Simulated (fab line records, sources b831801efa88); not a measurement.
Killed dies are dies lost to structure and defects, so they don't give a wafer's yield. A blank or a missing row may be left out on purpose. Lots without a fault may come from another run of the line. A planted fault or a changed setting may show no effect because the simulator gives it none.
fab line records | flow sky130
record lots=13 wafers=39 last_day=50
route steps=708 shown METAL4@634 VIA4@650 METAL5@662
lots that met no fault: from a run of the same line without faults
start_h: hours from the record's first day to the start of the lot's first wafer shown | wait_h: hours since the lot's step before | " the same as in the row above | L1.1+2: a row that stands for several wafers | - no value, or no start given | * or withheld: withheld | < > ~ a bound
route shown NAME@n: a module of which the file shows steps, and the number in the route of the first | usual: mean/standard deviation of fault-free wafers | same: alike in all rows | chamber/n: place in a boat | sites: the reading at each site | _std_site: their standard deviation | _edge_site: outer sites' mean less inner sites' | radius_mm: how far each site lies from the wafer's centre | mask NAME#n: copy n | behind: the tool/chamber that last shaped the wafer | hold: why the lot was held/for how many hours/how that ended | device: the transistor (n, p or np) that didn't switch | end of line: the same wafers' tests at the end of the route | a step without rows: its recipe alone | killed: dies lost to structure and defects at the first sort, not the wafer's yield | map: a wafer's dies, x killed, . not, _ none there
set.NAME: the setting as run; set.NAME@STEP: as run at that earlier step | model.NAME: the simulator's own value behind a step, which no gauge read
steps of the route over a sample of lots; a table a step, a row a wafer
services: from which hour (start_h, from the record's first day; less than 0 if before it) a tool's chamber was out of use, for how many hours, and why
## steps
# step SKY_METAL4_METAL_ETCH_18
# recipe target_depth_a=8450 stop_on=SiO2 over_etch_frac=0.3 time_s=183.1 chemistry=Cl2/BCl3 resist_sidewall_deg=88 pressure_mtorr=10 icp_w=900 bias_w=48.5 Cl2_flow_sccm=60 bcl3_flow_sccm=30
# usual bcl3_flow_sccm=30.00/0.083 drypump_motor_current_A=5.8/0.48 oes_product_au=0.866/0.0077 throttle_valve_pct=22.264/0.0086
# columns lot.wafer tool chamber start_h wait_h bcl3_flow_sccm drypump_motor_current_A oes_product_au rf_hours_counter_h throttle_valve_pct
L222.1 rie_metal-02 0 978.77 0.0 29.94 6.2 0.869 8 22.268
L222.3 " 0 " " 30.07 6.2 0.874 - 22.271
L222.5 " 1 " " 29.92 6.7 0.880 - 22.260
L223.1 rie_metal-02 0 984.07 0.0 30.10 6.2 0.873 9 22.276
L223.2 " 1 " " 30.07 6.7 0.870 17 22.243
L223.5 " 0 " " 29.97 6.2 0.876 - 22.259
L224.2 rie_metal-04 0 997.90 0.0 29.86 5.6 0.855 11 22.268
L224.4 " 0 " " 29.99 5.6 0.860 - 22.249
L224.6 " 0 " " 29.98 5.6 0.862 - 22.269
L231.1 rie_metal-03 0 1044.93 0.0 30.12 5.8 0.859 14 22.258
L231.2 " 0 " " 30.01 5.8 0.849 - 22.261
L231.3 " 0 " " 30.02 5.8 0.855 - 22.267
L232.3 rie_metal-03 0 1046.95 0.2 30.08 5.9 0.868 - 22.257
L232.4 " 0 " " 29.92 5.8 0.856 - 22.273
L232.6 " 0 " " 29.96 5.9 0.854 - 22.262
L236.2 rie_metal-03 0 1072.21 0.1 29.96 5.9 0.868 - 22.257
L236.4 " 0 " " 30.10 5.9 0.865 - 22.252
L236.5 " 0 " " 29.99 5.8 0.863 - 22.265
L237.1 rie_metal-03 0 1073.41 0.0 30.03 5.9 0.872 18 22.264
L237.3 " 0 " " 29.95 5.8 0.888 - 22.247
L237.5 " 0 " " 30.01 5.9 0.877 - 22.262
L239.3 rie_metal-04 1 1083.79 0.1 30.02 5.2 0.864 - 22.250
L239.4 " 0 " " 30.00 5.6 0.858 - 22.274
L239.6 " 1 " " 30.07 5.2 0.862 - 22.263
L240.1 rie_metal-04 0 1094.52 0.0 29.95 5.6 0.872 17 22.259
L240.2 " 1 " " 29.91 5.2 0.861 12 22.275
L240.4 " 1 " " 30.04 5.2 0.867 - 22.268
L242.2 rie_metal-02 1 1101.67 0.0 30.01 6.7 0.869 24 22.285
L242.3 " 1 " " 29.95 6.7 0.865 - 22.271
L242.5 " 0 " " 29.80 6.2 0.868 - 22.264
L243.1 rie_metal-04 1 1109.96 0.0 30.01 5.2 0.873 14 22.257
L243.2 " 0 " " 30.07 5.6 0.875 19 22.271
L243.6 " 1 " " 29.90 5.2 0.873 - 22.266
L244.2 rie_metal-02 0 1114.88 0.0 29.97 6.2 0.870 18 22.264
L244.5 " 0 " " 30.02 6.2 0.879 - 22.251
L244.6 " 1 " " 30.11 6.7 0.867 - 22.276
L245.1 rie_metal-02 1 1119.22 0.0 30.00 6.7 0.864 26 22.258
L245.4 " 1 " " 29.95 6.7 0.867 - 22.269
L245.5 " 1 " " 29.97 6.7 0.862 - 22.252
# step SKY_VIA4_OVL_MEAS_11
# usual VIA4_OVL=0.5/1.2
# columns lot.wafer tool chamber start_h wait_h VIA4_OVL[nm]
L222.1 overlay-02 - 1003.67 0.1 -0.3
L222.3 " - " " 0.5
L222.5 " - " " -0.7
L223.1 overlay-01 - 1009.17 0.1 -1.2
L223.2 " - " " -2.0
L223.5 " - " " 0.3
L224.2 overlay-01 - 1021.68 0.1 -0.4
L224.4 " - " " 0.1
L224.6 " - " " 0.8
L231.1 overlay-02 - 1068.67 0.1 0.8
L231.2 " - " " 0.7
L231.3 " - " " 1.3
L232.3 overlay-02 - 1069.99 0.1 0.9
L232.4 " - " " 1.3
L232.6 " - " " 0.5
L236.2 overlay-02 - 1093.58 0.1 -0.6
L236.4 " - " " -0.3
L236.5 " - " " 0.1
L237.1 overlay-01 - 1095.47 0.1 1.9
L237.3 " - " " 0.1
L237.5 " - " " 0.4
L239.3 overlay-02 - 1103.93 0.1 -0.8
L239.4 " - " " 1.7
L239.6 " - " " -0.5
L240.1 overlay-01 - 1115.97 0.1 1.1
L240.2 " - " " -0.2
L240.4 " - " " 0.4
L242.2 overlay-01 - 1122.83 0.1 -0.8
L242.3 " - " " -1.1
L242.5 " - " " -0.6
L243.1 overlay-02 - 1131.48 0.1 0.1
L243.2 " - " " 1.0
L243.6 " - " " 1.5
L244.2 overlay-02 - 1135.93 0.1 -0.6
L244.5 " - " " -2.7
L244.6 " - " " -1.8
L245.1 overlay-02 - 1140.13 0.1 3.1
L245.4 " - " " 3.8
L245.5 " - " " 2.3
# step SKY_METAL5_SPUTTER_01
# recipe material=TiN target_thk_nm=20 power_w=6500 time_s=16.7 chamber_pressure_pa=0.4
# usual throttle_valve_pct=30.1/1.1
# columns lot.wafer tool chamber start_h wait_h throttle_valve_pct
L222.1 pvd_sputter-04 - 1005.14 0.0 29.7
L222.3 " - " " 30.3
L222.5 " - " " 31.4
L223.1 pvd_sputter-01 - 1010.63 0.0 28.9
L223.2 " - " " 29.7
L223.5 " - " " 31.1
L224.2 pvd_sputter-03 - 1023.24 0.0 27.4
L224.4 " - " " 31.4
L224.6 " - " " 30.2
L231.1 pvd_sputter-01 - 1070.08 0.0 30.9
L231.2 " - " " 29.8
L231.3 " - " " 31.3
L232.3 pvd_sputter-01 - 1071.92 0.0 30.0
L232.4 " - " " 28.9
L232.6 " - " " 31.1
L236.2 pvd_sputter-01 - 1095.75 0.0 29.5
L236.4 " - " " 30.6
L236.5 " - " " 29.1
L237.1 pvd_sputter-01 - 1096.90 0.0 30.7
L237.3 " - " " 31.1
L237.5 " - " " 31.2
L239.3 pvd_sputter-01 - 1105.38 0.0 30.1
L239.4 " - " " 29.0
L239.6 " - " " 31.2
L240.1 pvd_sputter-03 - 1117.46 0.0 30.9
L240.2 " - " " 30.2
L240.4 " - " " 27.5
L242.2 pvd_sputter-03 - 1124.25 0.0 30.7
L242.3 " - " " 31.2
L242.5 " - " " 31.3
L243.1 pvd_sputter-03 - 1132.94 0.0 30.2
L243.2 " - " " 27.6
L243.6 " - " " 30.5
L244.2 pvd_sputter-03 - 1137.59 0.0 30.1
L244.5 " - " " 27.4
L244.6 " - " " 30.3
L245.1 pvd_sputter-04 - 1141.60 0.0 30.3
L245.4 " - " " 29.6
L245.5 " - " " 29.5
# step SKY_METAL5_DEVELOP_13
# recipe resist=NOVOLAK developer=TMAH develop_time_s=60 dev_temp_c=23
# usual chill_plate_temp_C=22.98/0.097 develop_time_s=60/0
# columns lot.wafer tool chamber start_h wait_h chill_plate_temp_C develop_time_s
L222.1 litho_track-01 0 1027.92 0.1 22.84 60
L222.3 " 0 " " 22.94 60
L222.5 " 0 " " 22.75 60
L223.1 litho_track-02 0 1032.92 0.1 22.89 60
L223.2 " 0 " " 22.93 60
L223.5 " 0 " " 22.91 60
L224.2 litho_track-02 0 1045.89 0.1 23.05 60
L224.4 " 0 " " 23.00 60
L224.6 " 0 " " 23.13 60
L231.1 litho_track-01 - 1090.32 0.1 - -
L231.2 " - " " - -
L231.3 " - " " - -
L232.3 litho_track-02 - 1092.67 0.1 - -
L232.4 " - " " - -
L232.6 " - " " - -
L236.2 litho_track-01 0 1115.45 0.1 22.87 60
L236.4 " 0 " " 22.91 60
L236.5 " 0 " " 22.96 60
L237.1 litho_track-01 0 1116.42 0.1 23.05 60
L237.3 " 0 " " 22.97 60
L237.5 " 0 " " 23.00 60
L239.3 litho_track-04 0 1125.22 0.1 22.86 60
L239.4 " 0 " " 22.78 60
L239.6 " 0 " " 22.90 60
L240.1 litho_track-02 0 1137.67 0.1 23.03 60
L240.2 " 0 " " 22.90 60
L240.4 " 0 " " 22.93 60
L242.2 litho_track-04 0 1142.79 0.1 22.91 60
L242.3 " 0 " " 22.90 60
L242.5 " 0 " " 22.91 60
L243.1 litho_track-04 0 1150.52 0.1 22.91 60
L243.2 " 0 " " 22.86 60
L243.6 " 0 " " 23.04 60
L244.2 litho_track-04 0 1155.34 0.1 22.95 60
L244.5 " 0 " " 23.09 60
L244.6 " 0 " " 22.81 60
L245.1 litho_track-04 0 1159.32 0.1 22.97 60
L245.4 " 0 " " 22.98 60
L245.5 " 0 " " 22.87 60
## services
# columns tool chamber start_h hours kind
pvd_sputter-04 - 958.96 1.2 repair
rie_metal-04 - 970.30 2.2 repair
rie_metal-03 - 973.22 14.6 pm
rie_metal-03 1 995.99 189.0 repair
rie_metal-02 1 1068.25 12.4 repair
pvd_sputter-01 - 1087.77 1.4 repair
rie_metal-04 - 1115.16 2.8 pm
## key
first_sign step=SKY_METAL5_DEVELOP_13 reading=tool_record direction=missing
effect none on later readings
met_at SKY_METAL5_DEVELOP_13
struck_lots L231,L232
later_rows_left_out L231.1,L231.2,L231.3,L232.3,L232.4,L232.6
sort_left_out L231.1,L231.2,L231.3,L232.3,L232.4,L232.6
not_acting_at SKY_METAL4_METAL_ETCH_18,SKY_VIA4_OVL_MEAS_11,SKY_METAL5_SPUTTER_01
onset_between 1045.89 1090.32
fault kind=skipped_step_whole tool=litho_track-01,litho_track-02 chamber=- onset_h=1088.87 steps=SKY_METAL5_DEVELOP_13 scope=struck_lots_only
# sort_left_out: the simulated sort isn't trusted on such a fault, so these wafers' sort isn't shown, and their yield isn't known
# later_rows_left_out: the simulator's readings of these wafers behind a module that went badly wrong aren't trusted and aren't shown, but for the sort
